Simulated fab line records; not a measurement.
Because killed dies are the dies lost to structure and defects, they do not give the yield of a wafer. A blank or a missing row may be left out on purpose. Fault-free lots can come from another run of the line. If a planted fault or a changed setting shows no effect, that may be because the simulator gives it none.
Which tool did it? + flow gf180mcu + 21 wafers from 7 lots sampled at 3 of the route's 602 steps

WHAT EACH GAUGE READ, for each wafer
GF_VT_IMPLANT_OVL_MEAS_40.
| lot  | measured     | on         | VT_IMPLANT_03_OVL (nm)                    |
|------|--------------|------------|-------------------------------------------|
| L966 | day 7 18:55  | overlay-01 | -0.8 0.8 1.5                              |
| L972 | day 9 14:07  | overlay-02 | 0.6 1.0 0.0                               |
| L974 | day 10 02:40 | overlay-01 | -0.2 1.1 0.4                              |
| L980 | day 11 16:46 | overlay-02 | -135.2 -133.7 -136.0 -135.3 -133.6 -135.7 |
| L982 | day 12 07:01 | overlay-01 | -132.7 -132.1 -132.8 -132.8 -131.7 -132.5 |
| L985 | day 13 05:10 | overlay-02 | -0.6 -1.0 -0.1                            |
| L988 | day 14 05:55 | overlay-01 | 0.5 0.3 -0.2                              |

EACH LOT AND THE TOOL THAT RAN IT (in order: tool; ch and the chambers of the sampled wafers; start)
| lot  | GF_VT_IMPLANT_STRIP_20               | GF_VT_IMPLANT_EXPOSE_37             |
|------|--------------------------------------|-------------------------------------|
| L966 | plasma-asher-01 ch 0,1, day 6 11:29  | iline-stepper-01 ch 0, day 7 11:17  |
| L972 | plasma-asher-02 ch 0,1, day 8 03:56  | iline-stepper-01 ch 0, day 9 06:19  |
| L974 | plasma-asher-01 ch 1, day 8 15:39    | iline-stepper-02 ch 0, day 9 17:34  |
| L980 | plasma-asher-04 ch 0,1, day 10 03:50 | iline-stepper-01 ch 0, day 11 07:22 |
| L982 | plasma-asher-04 ch 0,1, day 10 18:08 | iline-stepper-01 ch 0, day 11 21:13 |
| L985 | plasma-asher-01 ch 0,1, day 11 14:11 | iline-stepper-02 ch 0, day 12 19:08 |
| L988 | plasma-asher-02 ch 0,1, day 12 13:00 | iline-stepper-02 ch 0, day 13 19:13 |
- GF_VT_IMPLANT_STRIP_20: strips in O2/N2.
- GF_VT_IMPLANT_EXPOSE_37: exposes mask Nwell HV AREA, target cd 860 nm.

THE ANSWER, worked out from the rows above alone
Rule: the usual values come from the lots themselves. Put in order of their means at a reading, lots are off if they are a third of the lots or fewer, leave a main group of 4 or more, and stand apart from it by a gap of 3 or more times the standard deviation of the main group's means; of several such gaps the widest counts. The tables above print the reading to a certain number of digits; a main group whose means all agree to those digits is not used. A lot without any number at a reading at which 4 lots or more have one is off too. Where the step has rows for the other lots, those lots are counted as sound.
Off: at GF_VT_IMPLANT_OVL_MEAS_40 (VT_IMPLANT_03_OVL), L980, L982. Mean 0.2 nm and standard deviation 0.41 in the main group.
A tool fits if, at a process step before that reading, it ran every lot that is off, and no sound lot after the first of them. Gauges at GF_VT_IMPLANT_OVL_MEAS_40: tried the same way as those tools. Can't be told from this: 2 tools fit, plasma-asher-04 at GF_VT_IMPLANT_STRIP_20, iline-stepper-01 at GF_VT_IMPLANT_EXPOSE_37.

WHAT THE SIMULATOR PUT IN
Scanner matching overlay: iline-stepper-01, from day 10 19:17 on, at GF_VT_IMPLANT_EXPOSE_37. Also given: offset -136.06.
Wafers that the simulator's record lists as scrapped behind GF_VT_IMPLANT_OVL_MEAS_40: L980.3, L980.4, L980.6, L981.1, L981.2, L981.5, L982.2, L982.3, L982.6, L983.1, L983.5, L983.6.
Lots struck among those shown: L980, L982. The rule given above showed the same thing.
